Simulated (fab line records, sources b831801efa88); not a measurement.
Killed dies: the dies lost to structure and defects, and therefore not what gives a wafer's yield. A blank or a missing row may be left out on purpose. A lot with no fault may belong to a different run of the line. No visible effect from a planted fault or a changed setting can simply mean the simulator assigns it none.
Chamber matching    flow gf180mcu    3 sister chambers for GF_V5_CVD_02 on pecvd-01
The step deposits SiO2 from TEOS, target thk 1450 nm, time 163.28 s. 14 wafers are shown with their chamber, then 7 later ones without.

## WAFERS PAIRED WITH THEIR CHAMBERS
wafer   chamber  heaterPowerW (W)
L881.1  2        556
L881.2  1        736
L881.4  1        609
L886.3  1        793
L886.4  0        501
L886.5  2        547
L894.2  2        525
L894.3  1        636
L894.4  0        511
L895.1  0        520
L895.2  1        781
L895.5  1        600
L896.1  2        497
L896.2  0        515

SIGNATURES (means of the wafers above)
reading       chamber 0  chamber 1  chamber 2  scatter within a chamber
heaterPowerW  511.75     692.50     531.25     60.9
Rule: a wafer lies at a distance from a chamber equal to the root of the sum of squares, over the readings, of (its reading less the chamber's mean, divided by the reading's scatter). The wafer belongs to the nearest chamber; if the next one is less than 2 further off, it can't be placed. The scatter: take each reading less its chamber's mean, square it, sum over the shown wafers, divide by the number of wafers less the number of chambers, and take the root.

## WAFERS WITH NO CHAMBER GIVEN
wafer   heaterPowerW (W)
L896.5  740
L898.1  736
L898.3  467
L898.4  408
L904.2  509
L904.4  780
L904.5  413

## EACH ONE'S CHAMBER
wafer   from the rows above      in truth
L896.5  1                        1
L898.1  1                        1
L898.3  can't be placed: 0 or 2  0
L898.4  can't be placed: 0 or 2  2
L904.2  can't be placed: 0 or 2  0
L904.4  1                        1
L904.5  can't be placed: 0 or 2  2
Correctly placed: 3 of 7. These rows do not allow placing 4 (true chamber among the candidates in 4). 0 placed wrongly.
